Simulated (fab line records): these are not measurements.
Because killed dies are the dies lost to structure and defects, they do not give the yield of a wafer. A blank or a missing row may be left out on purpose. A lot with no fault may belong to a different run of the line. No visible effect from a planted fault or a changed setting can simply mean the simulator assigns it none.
Which tool was responsible?	flow sky130	33 wafers from 11 lots sampled at 5 of the route's 708 steps

## WHAT THE GAUGES READ, wafer by wafer
SKY_SONOS_ONO_THK_MEAS_03. Usual: SONOS_ONO_CVD_02_THK typically reads 10.53 nm, with standard deviation 0.12.
lot	measured	on	SONOS_ONO_CVD_02_THK (nm)	flag
L910	day 12 10:18	film_metro-03	10.62 10.54 10.56	
L911	day 12 16:17	film_metro-04	10.47 10.63 10.62	
L916	day 14 06:32	film_metro-04	10.58 10.43 10.45	
L917	day 14 17:32	film_metro-04	10.24 10.38 10.40	
L919	day 15 16:02	film_metro-03	10.47 10.58 10.71	
L920	day 15 21:09	film_metro-02	10.60 10.54 10.58	
L921	day 15 21:11	film_metro-03	10.47 10.32 10.58	
L924	day 17 02:17	film_metro-02	10.65 10.77 10.69	
L929	day 18 10:11	film_metro-04	10.54 10.53 10.61	
L928	day 18 21:55	film_metro-04	10.37 10.35 10.40	
L931	day 19 09:44	film_metro-04	10.65 10.63 10.57	

SKY_POLY_GATE_OVL_MEAS_14. Usual: POLY_GATE_OVL typically reads -2 nm, with standard deviation 4.7.
lot	measured	on	POLY_GATE_OVL (nm)	flag
L910	day 17 06:59	overlay-02	-7 -7 -9	
L911	day 17 12:51	overlay-02	2 6 -2	
L916	day 19 10:10	overlay-02	-3 -2 -5	
L917	day 19 23:55	overlay-01	-3 -3 5	
L919	day 20 23:41	overlay-02	9 0 2	
L920	day 21 05:42	overlay-02	-4 -6 2	
L921	day 21 07:43	overlay-02	-2 7 0	
L924	day 22 12:52	overlay-02	-6 -2 3	
L929	day 23 22:36	overlay-01	-5 1 -3	
L928	day 24 07:01	overlay-01	-7 -6 -1	
L931	day 24 20:07	overlay-02	-13 1 1	

SKY_POLY_GATE_THK_MEAS_21. Usual: POLY_GATE_OXIDATION_THK typically reads 3.99 nm, with standard deviation 0.083.
lot	measured	on	POLY_GATE_OXIDATION_THK (nm)	flag
L910	day 17 10:31	film_metro-02	3.88 3.87 3.94	
L911	day 17 18:07	film_metro-01	3.91 3.91 3.92	
L916	day 19 12:30	film_metro-02	3.98 4.05 4.00	
L917	day 20 02:12	film_metro-02	4.01 3.96 3.98	
L919	day 21 01:22	film_metro-02	3.99 4.06 3.97	
L920	day 21 07:23	film_metro-03	4.90 4.88 4.83	OFF
L921	day 21 09:23	film_metro-03	4.76 4.87 4.88	OFF
L924	day 22 14:34	film_metro-03	3.97 3.96 4.02	
L929	day 24 00:17	film_metro-03	4.04 4.06 4.03	
L928	day 24 08:52	film_metro-02	3.99 3.99 4.00	
L931	day 24 22:22	film_metro-02	3.90 3.87 3.90	

## TOOL THAT RAN EACH LOT (tool first, then ch and the chambers of the sampled wafers, then the start)
lot	SKY_GATE_OXIDE_STRIP_13	SKY_POLY_GATE_OXIDATION_20
L910	plasma_asher-03 ch 0,1, day 14 18:17	furnace-01 ch 0, day 17 09:16
L911	plasma_asher-04 ch 0,1, day 14 23:46	furnace-01 ch 0, day 17 16:51
L916	plasma_asher-01 ch 0,1, day 16 17:17	furnace-02 ch 0, day 19 11:14
L917	plasma_asher-04 ch 0,1, day 17 04:44	furnace-01 ch 0, day 20 00:56
L919	plasma_asher-04 ch 0,1, day 18 04:12	furnace-02 ch 0, day 21 00:06
L920	plasma_asher-04 ch 0,1, day 18 09:27	furnace-02 ch 0, day 21 06:07
L921	plasma_asher-04 ch 0,1, day 18 12:16	furnace-02 ch 0, day 21 08:08
L924	plasma_asher-01 ch 0,1, day 19 18:31	furnace-01 ch 0, day 22 13:19
L929	plasma_asher-04 ch 0,1, day 21 03:56	furnace-01 ch 0, day 23 23:02
L928	plasma_asher-01 ch 0,1, day 21 14:07	furnace-01 ch 0, day 24 07:37
L931	plasma_asher-01 ch 0,1, day 22 01:55	furnace-01 ch 0, day 24 21:06
- SKY_GATE_OXIDE_STRIP_13: strips in O2/N2.
- SKY_POLY_GATE_OXIDATION_20: stabilise 600 s, purge 300 s, target thk 4 nm.

## WHAT THE TOOLS THEMSELVES READ (means of the sampled wafers that have a number; where no wafer has one, the mark that the record gives instead)
SKY_GATE_OXIDE_STRIP_13. Usual: drypump_motor_current_A 5.7 A, standard deviation 0.5; oes_product_au 0.715 a.u., standard deviation 0.0046; strip_time_to_endpoint_s 14.20 s, standard deviation 0.042.
lot	tool	drypump_motor_current_A (A)	oes_product_au (a.u.)	strip_time_to_endpoint_s (s)	flag
L910	plasma_asher-03	6.2	0.712	14.19	
L911	plasma_asher-04	5.5	0.714	14.25	
L916	plasma_asher-01	5.6	0.720	14.19	
L917	plasma_asher-04	5.3	0.711	14.26	
L919	plasma_asher-04	5.3	0.717	14.18	
L920	plasma_asher-04	5.3	0.718	14.18	
L921	plasma_asher-04	5.3	0.716	14.20	
L924	plasma_asher-01	5.6	0.716	14.19	
L929	plasma_asher-04	5.6	0.715	14.20	
L928	plasma_asher-01	6.0	0.711	14.17	
L931	plasma_asher-01	5.6	0.714	14.17	

SKY_POLY_GATE_OXIDATION_20. Usual: spike_tc_bottom_C 868.6 C, standard deviation 1.1; spike_tc_centre_C 850.3 C, standard deviation 1.3; spike_tc_lower_C 849.3 C, standard deviation 1.1; spike_tc_top_C 860 C, standard deviation 4.8; spike_tc_upper_C 850.7 C, standard deviation 1.2; tube_center_temp_C 850 C, standard deviation 0.08; tube_center_temp_C_max 852.1, standard deviation 0.32; zone_power_centre_pct 16.95 %, standard deviation 0.17; zone_power_top_pct 29.5 %, standard deviation 0.33.
lot	tool	spike_tc_bottom_C (C)	spike_tc_centre_C (C)	spike_tc_lower_C (C)	spike_tc_top_C (C)	spike_tc_upper_C (C)	tube_center_temp_C (C)	tube_center_temp_C_max	zone_power_centre_pct (%)	zone_power_top_pct (%)	flag
L910	furnace-01	867.9	850.7	848.3	865	849.4	850	852.0	16.95	29.3	
L911	furnace-01	867.8	851.1	848.5	866	849.8	850	852.0	16.89	29.7	
L916	furnace-02	869.0	849.4	848.5	856	852.1	850	852.4	16.85	29.4	
L917	furnace-01	868.1	850.7	849.7	866	850.0	850	852.5	17.03	29.4	
L919	furnace-02	869.9	849.7	850.2	856	851.5	850	852.5	17.01	29.3	
L920	furnace-02	885.1	865.1	864.4	872	866.5	865	867.9	17.42	30.7	OFF
L921	furnace-02	884.4	864.7	864.4	870	867.3	865	867.5	17.47	30.3	OFF
L924	furnace-01	867.8	851.9	848.7	865	850.5	850	851.9	16.81	29.6	
L929	furnace-01	868.3	852.8	849.2	865	850.2	850	851.9	17.06	29.4	
L928	furnace-01	868.2	851.3	849.2	865	849.7	850	852.0	16.90	29.4	
L931	furnace-01	868.2	850.8	849.5	865	850.2	850	852.1	16.97	29.4	

## THE ANSWER, worked out from the rows above alone
Rule: a lot is off if the mean of its wafers that have a number lies more than 3 standard deviations from the usual mean. A lot without any number at a reading at which 4 lots or more have one is off too. The other lots that the step has rows for count as sound. Order of review: gauges by route order, followed by the tools' own readings, for which a lot's mean as printed above is used. The first step at which some lot is off is used, and at that step the reading that is off furthest; a lot without a number counts as furthest.
Off: L920, L921, seen at SKY_POLY_GATE_THK_MEAS_21 (POLY_GATE_OXIDATION_THK).
A tool fits if, at a process step before that reading, it ran every lot that is off, and no sound lot after the first of them. The gauges at SKY_POLY_GATE_THK_MEAS_21 aren't tried: what is off there is off at SKY_POLY_GATE_OXIDATION_20 too, on other tools, and a gauge's error can't cause that. One fits: furnace-02 at SKY_POLY_GATE_OXIDATION_20. Its last sound lot is L919 (day 21 00:06), its first lot that is off L920 (day 21 06:07): a fault that began between those two fits.
The tool's own readings at SKY_POLY_GATE_OXIDATION_20 bear it out: on the lots that are off they differ by more than 5 times the standard deviation of the sound lots' means. spike_tc_bottom_C reads 884.8 C there against 868.4 C on the sound lots; spike_tc_centre_C reads 864.9 C there against 850.9 C on the sound lots; spike_tc_lower_C reads 864.4 C there against 849.1 C on the sound lots; spike_tc_upper_C reads 866.9 C there against 850.4 C on the sound lots; tube_center_temp_C reads 865 C there against 850 C on the sound lots; tube_center_temp_C_max reads 867.7 there against 852.1 on the sound lots; zone_power_centre_pct reads 17.45 % there against 16.94 % on the sound lots; zone_power_top_pct reads 30.5 % there against 29.4 % on the sound lots.

## WHAT HAD BEEN PUT IN BY THE SIMULATOR
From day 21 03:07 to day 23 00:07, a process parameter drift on furnace-02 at SKY_POLY_GATE_OXIDATION_20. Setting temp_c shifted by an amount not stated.
Shown lots that were struck: L920, L921. The rule above reached the same finding.
